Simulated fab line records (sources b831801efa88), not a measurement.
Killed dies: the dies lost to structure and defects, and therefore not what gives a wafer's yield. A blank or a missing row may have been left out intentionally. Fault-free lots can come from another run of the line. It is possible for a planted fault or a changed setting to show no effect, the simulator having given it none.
The same fault as seen by 2 desks | flow gf180mcu | only its own numbers are on each desk; what lay behind them is given at the end

METROLOGY DESK
Lot by lot, what the gauges showed, no matter which tool ran the lot: averages of those sampled wafers that carry a number. If a lot's mean is further than 4 standard deviations from the usual mean, the lot is out of limits and carries the mark OUT (the distance appears in the brackets).
Columns: A = MVSD_RS at GF_VT_IMPLANT_RS_MEAS_46, usual 456.4 ohm/sq; B = NWELL_RS at GF_VT_IMPLANT_RS_MEAS_47, usual 487.3 ohm/sq
lot  | first seen here | A                | B
L835 | day 7 16:05     | 456.2            | 485.8
L836 | day 7 22:21     | 456.5            | 485.5
L838 | day 8 13:24     | 457.8            | 489.7
L842 | day 9 10:40     | 444.3 (-9.3) OUT | 488.2
L843 | day 9 17:07     | 442.3 (-11) OUT  | 488.6
L848 | day 11 04:42    | 458.3            | 489.7
L850 | day 11 18:11    | 454.3            | 487.0
L851 | day 12 00:49    | 455.9            | 487.2
L852 | day 12 06:36    | 457.9            | 487.7
L853 | day 12 13:07    | 455.3            | 487.9
L854 | day 12 21:13    | 456.3            | 486.3
L856 | day 13 07:33    | 454.7            | 487.8
L857 | day 13 18:14    | 456.2            | 486.3
L858 | day 14 05:11    | 455.7            | 487.5
This desk finds L842, L843 out of limits, with the earliest case on L842 at day 9 10:40 (MVSD_RS at GF_VT_IMPLANT_RS_MEAS_46). L835, L836, L838, L848, L850, L851, L852, L853, L854, L856, L857, L858 stayed within limits.

DESK OF THE TOOL OWNER: implanter-04
The tool's own readings at GF_MVSD_IMPLANT_09, given as means over the sampled wafers that have a number, one for each lot that went through this tool. If a lot's mean is further than 4 standard deviations from the usual mean, the lot is out of limits and carries the mark OUT (the distance appears in the brackets).
Columns: A = beam on s at GF_MVSD_IMPLANT_09, usual 10.02 s; B = faraday current uA at GF_MVSD_IMPLANT_09, usual 28.2
lot  | first seen here | A                | B
L835 | day 4 12:50     | 9.97             | 28.3
L842 | day 6 02:17     | 12.23 (+11) OUT  | 23.1 (-8.8) OUT
L843 | day 6 08:23     | 11.82 (+8.6) OUT | 23.9 (-7.4) OUT
L853 | day 8 19:25     | 10.17            | 27.7
L858 | day 9 22:31     | 9.99             | 28.3
This desk's finding: out of limits on L842, L843; first on L842, day 6 02:17 (beam on s at GF_MVSD_IMPLANT_09). L835, L853, L858 stayed within limits.

TAKEN TOGETHER
The tool owner's desk could have raised an alarm at day 6 02:17, on L842, L843.
On L842, L843, the metrology desk was in a position to raise an alarm at day 9 10:40.
GF_MVSD_IMPLANT_09 was run on implanter-04 by each of the lots named.

WHAT WAS PUT IN BY THE SIMULATOR
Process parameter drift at GF_MVSD_IMPLANT_09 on implanter-04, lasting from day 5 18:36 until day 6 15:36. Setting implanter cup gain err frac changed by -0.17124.
Lots struck among those shown: L842, L843.
Delay (hours) between the fault's onset and each desk's first out-of-limits reading: 8 at the tool owner's desk, 88 at the metrology desk.
